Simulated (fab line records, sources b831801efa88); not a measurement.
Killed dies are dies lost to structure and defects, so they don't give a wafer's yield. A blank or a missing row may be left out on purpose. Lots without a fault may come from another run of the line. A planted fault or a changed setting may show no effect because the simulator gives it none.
Chamber matching | flow sky130 | SKY_CONTACT_ETCH_17 on rie_diel-03: 4 sister chambers
The step etches SiO2 in C4F8/O2/Ar, stops on Si3N4, target depth 340 nm. 8 wafers are shown with their chamber, then 7 later ones without.

WAFERS WITH THEIR CHAMBER
wafer  | chamber | oes_product_au (a.u.)
L683.2 | 3       | 0.895
L686.3 | 2       | 0.890
L692.6 | 1       | 0.893
L702.1 | 0       | 0.889
L702.2 | 2       | 0.902
L702.3 | 1       | 0.896
L703.3 | 3       | 0.896
L703.4 | 0       | 0.890

WAFERS WITHOUT THEIR CHAMBER
wafer  | oes_product_au (a.u.)
L703.5 | 0.898
L704.1 | 0.887
L704.3 | 0.890
L704.6 | 0.901
L705.1 | 0.889
L705.2 | 0.892
L705.4 | 0.892

WHICH CHAMBER EACH WENT THROUGH
wafer  | from the rows above               | in truth
L703.5 | can't be placed: 2 or 3 or 1 or 0 | 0
L704.1 | can't be placed: 0 or 1 or 3 or 2 | 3
L704.3 | can't be placed: 0 or 1 or 3 or 2 | 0
L704.6 | can't be placed: 2 or 3 or 1 or 0 | 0
L705.1 | can't be placed: 0 or 1 or 3 or 2 | 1
L705.2 | can't be placed: 0 or 1 or 3 or 2 | 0
L705.4 | can't be placed: 0 or 1 or 3 or 2 | 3
Placed correctly: 0 of 7. Can't be placed from these rows: 7 (the true chamber is among the candidates in 7). Placed wrongly: 0.
How it was worked out, from the rows above alone: a wafer's distance from a chamber is the root of the sum, over the readings, of the square of ((its reading less the chamber's mean) divided by the reading's scatter). The wafer belongs to the nearest chamber; if the next one is less than 2 further off, it can't be placed. A chamber's mean is the mean of its shown wafers. The scatter: the root of (the sum of the squares of (reading less its chamber's mean) over the shown wafers, divided by (wafers less chambers)).
